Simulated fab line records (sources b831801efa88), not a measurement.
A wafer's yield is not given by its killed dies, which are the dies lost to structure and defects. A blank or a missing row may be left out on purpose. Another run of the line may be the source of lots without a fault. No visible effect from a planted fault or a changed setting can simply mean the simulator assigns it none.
Matching of chambers / flow gf180mcu / GF_MIM_CVD_05 on pecvd-04 has 3 sister chambers
The step deposits Si3N4, target thk 42 nm, time 29.086 s. 6 wafers are shown with their chamber, then 6 later ones without.

## WAFERS, EACH WITH ITS CHAMBER
wafer=L640.5; chamber=1; heater power w (W)=622; run length s (s)=57.9
wafer=L644.1; chamber=0; heater power w (W)=708; run length s (s)=56.1
wafer=L644.3; chamber=2; heater power w (W)=598; run length s (s)=57.4
wafer=L655.1; chamber=0; heater power w (W)=683; run length s (s)=56.1
wafer=L655.2; chamber=1; heater power w (W)=688; run length s (s)=57.1
wafer=L655.5; chamber=2; heater power w (W)=490; run length s (s)=56.6

## WAFERS WITHOUT THEIR CHAMBER
wafer=L656.1; heater power w (W)=519; run length s (s)=56.8
wafer=L656.4; heater power w (W)=513; run length s (s)=56.7
wafer=L656.5; heater power w (W)=715; run length s (s)=56.0
wafer=L658.1; heater power w (W)=602; run length s (s)=57.7
wafer=L658.4; heater power w (W)=703; run length s (s)=56.1
wafer=L658.5; heater power w (W)=609; run length s (s)=57.4

## THE CHAMBER EACH PASSED THROUGH
wafer=L656.1; from the rows above=2; in truth=2
wafer=L656.4; from the rows above=2; in truth=2
wafer=L656.5; from the rows above=0; in truth=0
wafer=L658.1; from the rows above=can't be placed: 1 or 2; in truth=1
wafer=L658.4; from the rows above=0; in truth=0
wafer=L658.5; from the rows above=can't be placed: 1 or 2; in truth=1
Correct placement for 4 of the 6. Not placeable from these rows: 2 (in 2, the candidates include the true chamber). Placed wrongly: 0.
How it was worked out, from the rows above alone: a wafer's distance from a chamber is the root of the sum, over the readings, of the square of ((its reading less the chamber's mean) divided by the reading's scatter). The wafer belongs to the nearest chamber; if the next one is less than 2 further off, it can't be placed. A chamber's mean is the mean of its shown wafers. The scatter is the square root of a quotient: the sum, over the shown wafers, of each reading's squared deviation from its chamber's mean, divided by wafers minus chambers.
